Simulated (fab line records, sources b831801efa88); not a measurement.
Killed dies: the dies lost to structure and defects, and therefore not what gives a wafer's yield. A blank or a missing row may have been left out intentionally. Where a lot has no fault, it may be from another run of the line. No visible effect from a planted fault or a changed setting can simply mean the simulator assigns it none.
Matching of chambers + flow sky130 + 4 sister chambers for SKY_CONTACT_CMP_27 on cmp-01
The step polishes, stops on SiO2, t overpolish 15 s, target thk 0 nm. 8 wafers are shown with their chamber, then 8 later ones without.

## EACH WAFER AND ITS CHAMBER
| wafer  | chamber | motor current A (A) | overpolish run s (s) |
|--------|---------|---------------------|----------------------|
| L963.3 | 2       | 11.1                | 14.994               |
| L964.2 | 1       | 10.0                | 15.007               |
| L964.4 | 3       | 11.4                | 15.013               |
| L968.1 | 2       | 11.8                | 15.014               |
| L968.4 | 1       | 9.6                 | 14.985               |
| L969.2 | 3       | 11.6                | 15.009               |
| L969.5 | 0       | 11.1                | 15.000               |
| L971.4 | 0       | 11.0                | 15.002               |

## WAFERS WITH NO CHAMBER GIVEN
| wafer  | motor current A (A) | overpolish run s (s) |
|--------|---------------------|----------------------|
| L971.5 | 11.4                | 14.996               |
| L971.6 | 12.1                | 14.994               |
| L978.1 | 9.2                 | 14.991               |
| L978.2 | 10.9                | 15.007               |
| L978.5 | 11.1                | 14.997               |
| L979.4 | 9.3                 | 14.999               |
| L979.5 | 9.4                 | 14.999               |
| L979.6 | 11.2                | 15.003               |

## CHAMBER TAKEN BY EACH
| wafer  | from the rows above          | in truth |
|--------|------------------------------|----------|
| L971.5 | can't be placed: 2 or 0 or 3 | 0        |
| L971.6 | can't be placed: 2 or 3 or 0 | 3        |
| L978.1 | 1                            | 1        |
| L978.2 | can't be placed: 0 or 2 or 3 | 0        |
| L978.5 | can't be placed: 0 or 2 or 3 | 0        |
| L979.4 | 1                            | 1        |
| L979.5 | 1                            | 1        |
| L979.6 | can't be placed: 0 or 2 or 3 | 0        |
Placed correctly: 3 of 8. Can't be placed from these rows: 5 (the true chamber is among the candidates in 5). Placed wrongly: 0.
How it was worked out, from the rows above alone: a wafer's distance from a chamber is the root of the sum, over the readings, of the square of ((its reading less the chamber's mean) divided by the reading's scatter). The wafer belongs to the nearest chamber; if the next one is less than 2 further off, it can't be placed. For every chamber, the mean is computed from those of its wafers that are shown. The scatter is the square root of a quotient: the sum, over the shown wafers, of each reading's squared deviation from its chamber's mean, divided by wafers minus chambers.
